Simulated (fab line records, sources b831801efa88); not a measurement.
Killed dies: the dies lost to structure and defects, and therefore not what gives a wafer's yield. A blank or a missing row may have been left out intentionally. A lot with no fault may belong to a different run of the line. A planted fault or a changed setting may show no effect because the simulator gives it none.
What tool caused it? ; flow gf180mcu ; 11 lots with 33 wafers sampled at 4 steps, on a route of 602 steps

## WHAT THE GAUGES SHOWED, per wafer
GF_V3_BOW_MEAS_05.
lot;measured;on;V3_BOW (um)
L349;day 21 15:07;film_metro-03;121 128 117
L354;day 23 15:10;film_metro-03;88 92 91
L355;day 23 19:26;film_metro-04;101 91 100
L356;day 23 23:31;film_metro-03;68 83 80
L364;day 26 18:45;film_metro-02;120 112 123
L366;day 26 22:37;film_metro-02;103 114 124
L367;day 27 14:03;film_metro-03;110 118 120
L368;day 27 23:05;film_metro-02;117 120 125
L369;day 28 01:17;film_metro-03;117 117 112
L371;day 28 12:40;film_metro-02;131 119 118
L372;day 28 19:20;film_metro-03;126 121 104

## WHICH TOOL RAN EACH LOT (tool, then ch and the chambers of the sampled wafers, then the start)
lot;GF_V2_CMP_26;GF_M3_SPUTTER_00;GF_V3_CVD_00
L349;cmp-01 ch 1,2,3, day 20 13:39;pvd_sputter-02, day 20 13:54;hdpcvd-02 ch 1,2, day 21 14:32
L354;cmp-02 ch 1,2,3, day 22 14:14;pvd_sputter-04, day 22 14:26;hdpcvd-01 ch 0,1,2, day 23 14:35
L355;cmp-02 ch 1,2,3, day 22 18:59;pvd_sputter-04, day 22 19:11;hdpcvd-01 ch 0,2, day 23 18:50
L356;cmp-02 ch 0,1,3, day 22 23:17;pvd_sputter-04, day 22 23:35;hdpcvd-01 ch 0,1, day 23 22:58
L364;cmp-02 ch 0,1, day 25 19:37;pvd_sputter-04, day 25 19:55;hdpcvd-01 ch 0,1,2, day 26 18:11
L366;cmp-02 ch 1,2, day 26 00:10;pvd_sputter-02, day 26 00:29;hdpcvd-01 ch 0,1,2, day 26 22:02
L367;cmp-02 ch 0,1, day 26 16:14;pvd_sputter-04, day 26 16:29;hdpcvd-01 ch 0,1,2, day 27 13:29
L368;cmp-02 ch 0,1,3, day 27 01:37;pvd_sputter-02, day 27 01:49;hdpcvd-01 ch 0,1,2, day 27 22:32
L369;cmp-02 ch 0,2,3, day 27 03:35;pvd_sputter-03, day 27 03:53;hdpcvd-01 ch 0,2, day 28 00:44
L371;cmp-01 ch 0,1,3, day 27 15:04;pvd_sputter-03, day 27 15:22;hdpcvd-01 ch 0,1,2, day 28 12:03
L372;cmp-02 ch 1,2,3, day 27 21:42;pvd_sputter-03, day 27 21:51;hdpcvd-01 ch 0,1,2, day 28 18:43
- GF_V2_CMP_26: polishes, stops on SiO2, t overpolish 15 s, target thk 0 nm.
- GF_M3_SPUTTER_00: material Ti, target thk 37.5 nm, time 150 s.
- GF_V3_CVD_00: deposits SiO2, target thk 600 nm, time 100 s.

## THE ANSWER, worked out from the rows above alone
Rule: the lots themselves supply what counts as usual. Put in order of their means at a reading, lots are off if they are a third of the lots or fewer, leave a main group of 4 or more, and stand apart from it by a gap of 3 or more times the standard deviation of the main group's means; of several such gaps the widest counts. A main group whose means are all the same, to the digits that the tables above print for the reading, isn't used. A lot without any number at a reading at which 4 lots or more have one is off too. Where the step has rows for the other lots, those lots are counted as sound.
Off: at GF_V3_BOW_MEAS_05 (V3_BOW), L354, L355, L356. Main group: mean 118 um, sd 3.1.
If a tool, at a process step before that reading, ran all the lots that are off and no sound lot after the first of them, it fits. The gauges at GF_V3_BOW_MEAS_05 are tried like those tools. None of those tried fits.

## WHAT THE SIMULATOR PUT IN
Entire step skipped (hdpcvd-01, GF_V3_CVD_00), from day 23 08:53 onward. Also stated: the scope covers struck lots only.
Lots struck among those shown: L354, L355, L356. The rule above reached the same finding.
